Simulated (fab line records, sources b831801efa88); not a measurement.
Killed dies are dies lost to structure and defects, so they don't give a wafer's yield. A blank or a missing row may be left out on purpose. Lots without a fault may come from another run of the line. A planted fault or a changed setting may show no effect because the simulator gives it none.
Split-lot experiment | flow gf180mcu | 5 lots, 23 wafers read, on a route of 602 steps

THE SPLIT
At GF_TOP_METAL_METAL_ETCH_16 (etches the open film in Cl2/BCl3, stops on SiO2, target depth 1077.5 nm, time 179.6 s), the setting icp_w was moved away from the recipe's 800 W on 7 of the 23 wafers read, by +5.7% to +11.8%. The other wafers ran this setting at the recipe's value.

The reading is taken at the split's own step.

THE READING
NOVOLAK_of_TOP_METAL_COAT_09.thk_nm (the simulator's own value, which no gauge read), in nm, at GF_TOP_METAL_METAL_ETCH_16 (etches the open film in Cl2/BCl3, stops on SiO2, target depth 1077.5 nm, time 179.6 s). The file gives no usual value for it. The 16 wafers here that ran the recipe average 1072 nm, standard deviation 7.8 nm.

wafer  | tool, chamber at the split | icp_w as run, W | against the recipe | NOVOLAK_of_TOP_METAL_COAT_09.thk_nm, nm | against lot-mates on the recipe
L074.1 | rie_metal-02, 0            | 800             | recipe             | 1070                                    | -
L074.2 | rie_metal-02, 1            | 800             | recipe             | 1063                                    | -
L074.3 | rie_metal-02, 1            | 800             | recipe             | 1067                                    | -
L074.4 | rie_metal-02, 0            | 879.8           | +10.0%             | 1031                                    | -36
L074.5 | rie_metal-02, 1            | 879.8           | +10.0%             | 1026                                    | -41
L076.2 | rie_metal-04, 1            | 800             | recipe             | 1064                                    | -
L076.3 | rie_metal-04, 0            | 800             | recipe             | 1068                                    | -
L076.6 | rie_metal-04, 1            | 800             | recipe             | 1057                                    | -
L077.1 | rie_metal-04, 1            | 800             | recipe             | 1068                                    | -
L077.3 | rie_metal-04, 1            | 800             | recipe             | 1067                                    | -
L077.4 | rie_metal-04, 1            | 894.1           | +11.8%             | 1032                                    | -36
L077.5 | rie_metal-04, 1            | 894.1           | +11.8%             | 1027                                    | -40
L077.6 | rie_metal-04, 1            | 894.1           | +11.8%             | 1026                                    | -42
L082.2 | rie_metal-02, 0            | 845.8           | +5.7%              | 1059                                    | -19
L082.3 | rie_metal-02, 0            | 845.8           | +5.7%              | 1052                                    | -26
L082.4 | rie_metal-02, 1            | 800             | recipe             | 1077                                    | -
L082.5 | rie_metal-02, 1            | 800             | recipe             | 1078                                    | -
L082.6 | rie_metal-02, 0            | 800             | recipe             | 1078                                    | -
L084.1 | rie_metal-02, 0            | 800             | recipe             | 1080                                    | -
L084.2 | rie_metal-02, 1            | 800             | recipe             | 1083                                    | -
L084.3 | rie_metal-02, 1            | 800             | recipe             | 1080                                    | -
L084.4 | rie_metal-02, 0            | 800             | recipe             | 1085                                    | -
L084.5 | rie_metal-02, 0            | 800             | recipe             | 1075                                    | -

THE FIT
A straight line over all 23 wafers: NOVOLAK_of_TOP_METAL_COAT_09.thk_nm changes by -3.89 nm for each +1% of icp_w; r = -0.93; the points scatter about the line by 7.4 nm.
The same after taking each lot's own level away (the mean of its wafers on the recipe; 23 wafers): -3.51 nm for each +1%; r = -0.98; scatter 3.4 nm.
On that fit, the largest move of icp_w shifts the reading by 41 nm.
The lots' own levels span 1063.0 to 1080.6 nm, that is 2.3 times the standard deviation above.
So the lot-to-lot level changes the slope: the two fits differ.
Check: with one of the wafers moved furthest among these (+11.8%) left out of the fit, the line predicts -43 nm for it against its lot-mates. It came out at -35.5 nm against them.

THE WHOLE CHAIN: every reading that the file lists as answering this split, in the file's order
step                       | what it does                                                                          | reading                                                                              | change (the file's fit)              | r (the file's)
GF_TOP_METAL_METAL_ETCH_16 | etches the open film in Cl2/BCl3, stops on SiO2, target depth 1077.5 nm, time 179.6 s | NOVOLAK_of_TOP_METAL_COAT_09.thk_nm (the simulator's own value, which no gauge read) | -3.56 nm for each +1% of the setting | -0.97
GF_TOP_METAL_STRIP_17      | strips in O2/N2                                                                       | strip_time_to_endpoint_s                                                             | withheld for each +1% of the setting | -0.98

THE FILE'S OWN FIT
NOVOLAK_of_TOP_METAL_COAT_09.thk_nm changes by -3.56 nm for each +1% of icp_w, r = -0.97.
